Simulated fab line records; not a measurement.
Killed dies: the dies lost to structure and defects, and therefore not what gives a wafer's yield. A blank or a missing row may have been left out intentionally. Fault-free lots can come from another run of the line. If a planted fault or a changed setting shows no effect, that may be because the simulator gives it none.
A lot that was struck, set against a sound lot ; flow sky130 ; 14 out of 708 route steps
Sound: the wafers L930.1, L930.4, L930.5. Wafers L931.1, L931.2, L931.5 were the ones struck. The cause is given at the end.
For every step that has rows: the tool of each side, followed by ch and its chambers, followed by its first start. Under that, the readings that differ: sound wafers ; struck wafers ; difference of the means ; sigmas: that difference in standard deviations of wafers without a fault.
alike: same words and numbers on both sides, and readings whose means sit less than 2 such deviations apart. not compared: any withheld reading, any reading some wafer has no value for, any bound like >300 that may hide the same value, and any number with overlapping values for which the record gives no deviation.
The two part at a step that has a row with sigmas, a row that says differs or no value, or rows on one side only. Numbers that don't overlap but have no deviation are shown without sigmas and don't part them. A reading missing from all wafers of one side parts the sides only when that side holds two or more wafers.

first, 2 steps without rows for these wafers: SKY_METAL3_PEB_11; SKY_METAL3_DEVELOP_12 (develop time 60 s).
SKY_METAL3_CD_MEAS_13 targets a cd of 300 nm.
  sound on cd sem-02 at day 38 16:28; struck on cd sem-01 at day 39 01:57
  alike: cd nm
SKY_METAL3_OVL_MEAS_14:
  sound on overlay-01 at day 38 16:35; struck on overlay-02 at day 39 02:04
  alike: METAL3_OVL
SKY_METAL3_DESCUM_15: chemistry O2, time 8 s.
  sound on rie metal-04 ch 1, day 38 16:37; struck on rie metal-01 ch 0,1, day 39 02:07
reading;sound;struck;difference;sigmas
oes product au (a.u.);0.991 0.989 0.972;1.019 0.997 0.993;+0.019;+2
  alike: drypump motor current A
  not compared: rf hours counter h
SKY_METAL3_ETCH_16: etches BARC in N2/H2, stops on SiO2, time 88.2 s, target depth 60 nm.
  sound on rie metal-04 ch 1, day 38 16:39; struck on rie metal-01 ch 0,1, day 39 02:08
  alike: drypump motor current A, oes product au, throttle valve pct
  not compared: rf hours counter h
SKY_METAL3_ETCH_17: etches SiO2 in C4F8/O2/Ar, stops on TiN, time 3.9 s, target depth 15 nm.
  sound on rie diel-03 ch 0,2,3, day 38 16:45; struck on rie diel-02 ch 0,2,3, day 39 02:14
  alike: oes product au
  not compared: rf hours counter h
SKY_METAL3_METAL_ETCH_18: etches the open film in Cl2/BCl3, stops on SiO2, target depth 845 nm, time 183.1 s.
  sound on rie metal-02 ch 0,1, day 38 16:46; struck on rie metal-02 ch 0,1, day 39 02:16
  alike: drypump motor current A, oes product au, throttle valve pct
  not compared: rf hours counter h
SKY_METAL3_STRIP_19: strips in O2/N2.
  sound on plasma asher-02 ch 0,1, day 38 16:57; struck on plasma asher-04 ch 0,1, day 39 02:26
  alike: drypump motor current A, oes product au, strip time to endpoint s
  not compared: rf hours counter h
then, 3 steps without rows for these wafers: SKY_METAL3_STRIP_20 (strips in post etch residue remover, time 1200 s); SKY_METAL3_CLEAN_21 (cleans in IPA, time 180 s); SKY_METAL3_CLEAN_22 (cleans in O3/DIW).
SKY_VIA3_HDPCVD_00: deposits SiO2, target thk 1635 nm, time 272.5 s.
  sound on hdpcvd-01 ch 0,1,2, day 38 17:44; struck on hdpcvd-02 ch 1,2, day 39 03:22
  alike: sih4 flow sccm, susceptor temp C
SKY_VIA3_THK_MEAS_01:
  sound on film metro-02 at day 38 17:54; struck on film metro-02 at day 39 03:54
reading;sound;struck;difference;sigmas
VIA3_HDPCVD_THK (nm);1645 1645 1652;3291 3303 3301;+1651;+97

## WHERE THEY PART
At SKY_METAL3_DESCUM_15 first; at SKY_VIA3_THK_MEAS_01 last (within this record only).

WHY: the cause the simulator had injected
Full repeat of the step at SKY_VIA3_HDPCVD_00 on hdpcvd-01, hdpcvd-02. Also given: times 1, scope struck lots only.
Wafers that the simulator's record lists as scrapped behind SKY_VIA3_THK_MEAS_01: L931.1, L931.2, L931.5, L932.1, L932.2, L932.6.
